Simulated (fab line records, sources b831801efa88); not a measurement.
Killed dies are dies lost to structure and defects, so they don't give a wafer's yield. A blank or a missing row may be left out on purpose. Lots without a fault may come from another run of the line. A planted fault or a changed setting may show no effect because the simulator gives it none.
Which tool did it? | flow sky130 | 13 lots, 39 wafers sampled, at 4 steps of a route of 708

WHAT THE GAUGES READ, wafer by wafer
SKY_FIELD_ISO_THK_MEAS_04.
lot  | measured    | on            | FIELD_ISO_CVD_03_THK (nm)
L434 | day 1 13:29 | film_metro-01 | 166.0 167.0 167.0
L435 | day 1 18:53 | film_metro-03 | 169.8 168.3 168.8
L436 | day 2 00:17 | film_metro-01 | 165.2 165.8 163.6
L437 | day 2 04:51 | film_metro-01 | 164.3 164.3 164.7
L438 | day 2 10:13 | film_metro-01 | 165.9 164.6 164.4
L439 | day 2 15:41 | film_metro-04 | 165.7 165.7 165.0
L441 | day 3 01:40 | film_metro-03 | 166.2 165.4 165.7
L442 | day 3 05:31 | film_metro-03 | 164.5 165.1 164.9
L444 | day 3 16:34 | film_metro-04 | 164.9 165.4 166.2
L445 | day 3 20:58 | film_metro-04 | 166.7 165.9 166.9
L446 | day 4 02:11 | film_metro-04 | 166.9 167.1 168.4
L454 | day 5 20:07 | film_metro-03 | 165.5 165.8 167.4
L456 | day 6 04:11 | film_metro-03 | 162.6 163.3 162.7

SKY_GATE_OXIDE_TW_MEAS_14.
lot  | measured     | on            | GATE_OXIDE_TW
L434 | day 13 13:55 | film_metro-02 | 226.8 227.0 227.6
L435 | day 14 04:28 | film_metro-02 | 225.0 226.4 226.3
L436 | day 14 13:37 | film_metro-03 | 223.6 222.6 223.0
L437 | day 14 23:17 | film_metro-03 | 222.1 222.2 222.5
L438 | day 15 04:10 | film_metro-02 | 224.7 224.4 224.6
L439 | day 15 13:35 | film_metro-04 | 225.4 224.1 224.2
L441 | day 16 04:57 | film_metro-03 | 225.7 226.2 224.8
L442 | day 16 12:40 | film_metro-03 | 226.1 226.1 225.9
L444 | day 17 16:04 | film_metro-02 | 226.6 226.6 226.3
L445 | day 17 20:46 | film_metro-03 | 224.0 224.0 224.4
L446 | day 18 06:20 | film_metro-04 | 226.4 227.1 227.0
L454 | day 21 03:42 | film_metro-04 | 226.2 224.2 226.3
L456 | day 21 14:43 | film_metro-03 | 224.1 224.9 223.7

WHICH TOOL RAN EACH LOT (tool, then ch and the chambers of the sampled wafers, then the start)
lot  | SKY_PWDE_STRIP_09                   | SKY_NWELL_STRIP_14
L434 | plasma_asher-03 ch 0,1, day 3 17:18 | plasma_asher-01 ch 1, day 4 10:43
L435 | plasma_asher-03 ch 0,1, day 4 04:07 | plasma_asher-01 ch 0,1, day 4 21:30
L436 | plasma_asher-03 ch 0,1, day 4 09:44 | plasma_asher-01 ch 0,1, day 5 02:59
L437 | plasma_asher-03 ch 0,1, day 4 11:15 | plasma_asher-01 ch 0,1, day 5 04:59
L438 | plasma_asher-01 ch 0,1, day 4 16:41 | plasma_asher-01 ch 0,1, day 5 09:17
L439 | plasma_asher-04 ch 0,1, day 5 01:03 | plasma_asher-02 ch 0,1, day 5 18:48
L441 | plasma_asher-01 ch 0,1, day 5 11:21 | plasma_asher-02 ch 0,1, day 6 04:55
L442 | plasma_asher-03 ch 0,1, day 5 14:01 | plasma_asher-02 ch 0,1, day 6 08:45
L444 | plasma_asher-04 ch 0,1, day 6 03:07 | plasma_asher-02 ch 0,1, day 6 22:25
L445 | plasma_asher-01 ch 0,1, day 6 08:49 | plasma_asher-01 ch 0,1, day 7 04:32
L446 | plasma_asher-04 ch 0,1, day 6 15:12 | plasma_asher-03 ch 0,1, day 7 11:13
L454 | plasma_asher-03 ch 0,1, day 8 14:23 | plasma_asher-02 ch 0,1, day 9 12:29
L456 | plasma_asher-04 ch 0,1, day 8 23:34 | plasma_asher-03 ch 0,1, day 9 21:35
- SKY_PWDE_STRIP_09: strips in O2/N2.
- SKY_NWELL_STRIP_14: strips in O2/N2.

WHAT THE TOOLS THEMSELVES READ (means of the sampled wafers that have a number; where no wafer has one, the mark that the record gives instead)
SKY_PWDE_STRIP_09.
lot  | tool            | drypump_motor_current_A (A) | oes_product_au (a.u.) | strip_time_to_endpoint_s (s)
L434 | plasma_asher-03 | 5.5                         | 0.722                 | 36.87
L435 | plasma_asher-03 | 5.3                         | 0.722                 | 36.94
L436 | plasma_asher-03 | 5.3                         | 0.726                 | 37.03
L437 | plasma_asher-03 | 5.5                         | 0.720                 | 36.96
L438 | plasma_asher-01 | 5.9                         | 0.722                 | 36.89
L439 | plasma_asher-04 | 5.1                         | 0.720                 | 37.07
L441 | plasma_asher-01 | 5.6                         | 0.723                 | 36.97
L442 | plasma_asher-03 | 5.3                         | 0.726                 | 36.97
L444 | plasma_asher-04 | 5.1                         | 0.725                 | 36.83
L445 | plasma_asher-01 | 5.6                         | 0.719                 | 36.87
L446 | plasma_asher-04 | 5.1                         | 0.721                 | 37.05
L454 | plasma_asher-03 | 5.5                         | 0.969                 | -
L456 | plasma_asher-04 | 5.1                         | 0.725                 | 36.85

SKY_NWELL_STRIP_14.
lot  | tool            | drypump_motor_current_A (A) | oes_product_au (a.u.) | strip_time_to_endpoint_s (s)
L434 | plasma_asher-01 | 5.4                         | 0.721                 | 36.92
L435 | plasma_asher-01 | 5.6                         | 0.717                 | 37.09
L436 | plasma_asher-01 | 5.9                         | 0.717                 | 36.85
L437 | plasma_asher-01 | 5.6                         | 0.724                 | 36.86
L438 | plasma_asher-01 | 5.9                         | 0.724                 | 36.98
L439 | plasma_asher-02 | 6.3                         | 0.720                 | 37.09
L441 | plasma_asher-02 | 6.3                         | 0.721                 | 37.05
L442 | plasma_asher-02 | 6.3                         | 0.722                 | 36.98
L444 | plasma_asher-02 | 6.3                         | 0.722                 | 37.01
L445 | plasma_asher-01 | 5.9                         | 0.720                 | 36.95
L446 | plasma_asher-03 | 5.3                         | 0.721                 | 36.97
L454 | plasma_asher-02 | 6.4                         | 0.725                 | 38.79
L456 | plasma_asher-03 | 5.3                         | 0.723                 | 37.13

THE ANSWER, worked out from the rows above alone
Rule: what is usual is taken from the lots themselves. Put in order of their means at a reading, lots are off if they are a third of the lots or fewer, leave a main group of 4 or more, and stand apart from it by a gap of 3 or more times the standard deviation of the main group's means; of several such gaps the widest counts. A main group whose means are all the same, to the digits that the tables above print for the reading, isn't used. A lot without any number at a reading at which 4 lots or more have one is off too. The other lots that the step has rows for count as sound. The gauges are gone through in route order, then the tools' own readings, and for those a lot's mean is taken as printed above. The first step at which some lot is off is used, and at that step the reading that is off furthest; a lot without a number counts as furthest.
Off: L454, at SKY_PWDE_STRIP_09 (strip_time_to_endpoint_s). Without a number there: L454. The main group: mean 36.94 s, standard deviation 0.077.
A tool fits if, at that step or a process step before it, it ran every lot that is off, and no sound lot after the first of them. One fits: plasma_asher-03 at SKY_PWDE_STRIP_09. Its last sound lot is L442 (day 5 14:01), its first lot that is off L454 (day 8 14:23): a fault that began between those two fits.
The tool's own readings at SKY_PWDE_STRIP_09 bear it out: on the lots that are off they differ by more than 5 times the standard deviation of the sound lots' means. oes_product_au reads 0.969 a.u. there against 0.723 a.u. on the sound lots.
Blank at SKY_PWDE_STRIP_09 on the lots that are off, where sound lots have numbers: strip_time_to_endpoint_s.

WHAT THE SIMULATOR HAD PUT IN
Strip aborted: plasma_asher-03, from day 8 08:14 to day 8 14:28, at SKY_PWDE_STRIP_09. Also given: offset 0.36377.
Lots struck among those shown: L454. The rule above found the same.
